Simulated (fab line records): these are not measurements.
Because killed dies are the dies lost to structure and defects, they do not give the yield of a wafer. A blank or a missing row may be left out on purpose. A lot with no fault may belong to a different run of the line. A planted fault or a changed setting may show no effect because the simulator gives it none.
Which tool did it? + flow sky130 + 12 lots (36 wafers sampled), 1 step of a 708-step route

## WHAT EACH GAUGE READ, for each wafer
SKY_SD_N_TW_MEAS_12.
| lot  | measured     | on            | SD_N_TW        |
|------|--------------|---------------|----------------|
| L075 | day 27 23:01 | film_metro-04 | 3966 3951 3968 |
| L077 | day 29 01:11 | film_metro-03 | 3975 3980 3978 |
| L078 | day 29 18:28 | film_metro-01 | 3939 3946 3923 |
| L082 | day 32 09:04 | film_metro-03 | 3974 3961 3955 |
| L081 | day 32 12:16 | film_metro-04 | 3968 3956 3927 |
| L087 | day 32 13:35 | film_metro-01 | 3946 3969 3953 |
| L088 | day 32 14:02 | film_metro-03 | 3945 3959 3967 |
| L089 | day 32 16:59 | film_metro-03 | 3992 3986 3984 |
| L091 | day 33 07:19 | film_metro-04 | 3971 3987 3990 |
| L093 | day 34 02:10 | film_metro-04 | 3964 3983 3973 |
| L095 | day 34 09:55 | film_metro-01 | 3981 3970 4001 |
| L097 | day 35 23:58 | film_metro-01 | 3966 3911 3919 |

## WHICH TOOL RAN EACH LOT (tool, then ch and the chambers of the sampled wafers, then the start)
Before these readings, the record contains no process step.

## THE ANSWER, worked out from the rows above alone
Rule: the usual values come from the lots themselves. Put in order of their means at a reading, lots are off if they are a third of the lots or fewer, leave a main group of 4 or more, and stand apart from it by a gap of 3 or more times the standard deviation of the main group's means; of several such gaps the widest counts. A main group is skipped when, at the precision printed for the reading in the tables above, its means are all equal. Also off: a lot with no number at a reading for which 4 or more lots have one. The other lots that the step has rows for count as sound.
Nothing can be told from this: no lot is off at any reading shown.

## WHAT THE SIMULATOR PUT IN
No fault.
